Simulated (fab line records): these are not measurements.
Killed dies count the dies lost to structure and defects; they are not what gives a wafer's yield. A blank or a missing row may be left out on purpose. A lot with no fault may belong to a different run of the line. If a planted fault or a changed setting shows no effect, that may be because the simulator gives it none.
Split-lot study + flow gf180mcu + 23 wafers read from 5 lots, route of 602 steps

SPLIT DETAILS
At GF_MIM_DEVELOP_18 (develop time 60 s), the setting develop-time-s was moved away from the recipe's 60 s on 10 of the 23 wafers read, by -11.1% to +4.9%. This setting was run at the recipe's value on the other wafers.

There is no step in the file separating the split from the reading.

THE READING
MIM.cd-nm (the simulator's own value, which no gauge read), in nm, at GF_MIM_METAL_ETCH_19 (etches the open film in Cl2/BCl3, stops on Si3N4, target depth 324.5 nm, time 54.1 s). No usual value for it is given in the file. Here, 13 wafers ran the recipe; their average is 2000 nm with a standard deviation of 3.2 nm.

| wafer  | tool, chamber at the split | develop-time-s as run, s | against the recipe | MIM.cd-nm, nm | against lot-mates on the recipe |
|--------|----------------------------|--------------------------|--------------------|---------------|---------------------------------|
| L079.1 | litho-track-02, 0          | 62.94                    | +4.9%              | 1995          | -8                              |
| L079.6 | litho-track-02, 0          | 62.94                    | +4.9%              | 1995          | -8                              |
| L079.2 | litho-track-02, 0          | 60                       | recipe             | 2002          | -                               |
| L079.4 | litho-track-02, 0          | 60                       | recipe             | 2003          | -                               |
| L079.5 | litho-track-02, 0          | 62.94                    | +4.9%              | 1999          | -4                              |
| L082.2 | litho-track-03, 0          | 54.08                    | -9.9%              | 2009          | +9                              |
| L082.3 | litho-track-03, 0          | 60                       | recipe             | 2000          | -                               |
| L082.4 | litho-track-03, 0          | 54.08                    | -9.9%              | 2008          | +8                              |
| L082.5 | litho-track-03, 0          | 60                       | recipe             | 1999          | -                               |
| L082.6 | litho-track-03, 0          | 60                       | recipe             | 2001          | -                               |
| L083.2 | litho-track-02, 0          | 60                       | recipe             | 2001          | -                               |
| L083.5 | litho-track-02, 0          | 60                       | recipe             | 2001          | -                               |
| L083.4 | litho-track-02, 0          | 60                       | recipe             | 2002          | -                               |
| L084.1 | litho-track-04, 0          | 60                       | recipe             | 1994          | -                               |
| L084.3 | litho-track-04, 0          | 60                       | recipe             | 1994          | -                               |
| L084.2 | litho-track-04, 0          | 53.35                    | -11.1%             | 2007          | +12                             |
| L084.5 | litho-track-04, 0          | 53.35                    | -11.1%             | 2011          | +16                             |
| L084.6 | litho-track-04, 0          | 60                       | recipe             | 1996          | -                               |
| L085.1 | litho-track-04, 0          | 60                       | recipe             | 2004          | -                               |
| L085.2 | litho-track-04, 0          | 53.36                    | -11.1%             | 2014          | +10                             |
| L085.3 | litho-track-04, 0          | 53.36                    | -11.1%             | 2014          | +10                             |
| L085.4 | litho-track-04, 0          | 60                       | recipe             | 2003          | -                               |
| L085.6 | litho-track-04, 0          | 53.36                    | -11.1%             | 2018          | +14                             |

FIT RESULTS
A straight line over all 23 wafers: MIM.cd-nm changes by -1.03 nm for each +1% of develop-time-s; r = -0.88; the points scatter about the line by 3.3 nm.
The same after taking each lot's own level away (the mean of its wafers on the recipe; 23 wafers): -1.12 nm for each +1%; r = -0.97; scatter 1.7 nm.
The reading moves by 12 nm for the largest change in develop-time-s, on that fit.
The span of the lots' own levels, 1994.7 to 2003.5 nm, comes to 2.8 times the standard deviation stated above.
Consequently the slope shifts little with the lot-to-lot level, the two slopes agreeing.
Check: for one of the wafers moved furthest among these (-11.1%), held out of the fit, the line's prediction against its lot-mates is +12.1 nm. Against them it came out at +12.3 nm.

FURTHER SPLITS ON THESE WAFERS
Other splits were also applied to these wafers ahead of the reading. Each is held against what the fit with the lots' levels taken away leaves over:
| other split on the same wafers  | wafers away from the commonest value | r with MIM.cd-nm (lot level and that fit taken away) |
|---------------------------------|--------------------------------------|------------------------------------------------------|
| GF_M1_EXPOSE_11 dose-mj         | 4                                    | -0.09                                                |
| GF_V1_SPUTTER_21 time-s         | 7                                    | -0.01                                                |
| GF_M2_EXPOSE_11 dose-mj         | 11                                   | +0.27                                                |
| GF_M3_SPUTTER_03 power-w        | 8                                    | +0.18                                                |
| GF_M3_SPUTTER_04 power-w        | 6                                    | +0.07                                                |
| GF_V4_COAT_09 resist-thk-nm     | 10                                   | +0.15                                                |
| GF_V4_DEVELOP_13 develop-time-s | 5                                    | -0.16                                                |

FILE'S OWN FIT
MIM.cd-nm changes by -1.12 nm for each +1% of develop-time-s, r = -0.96.
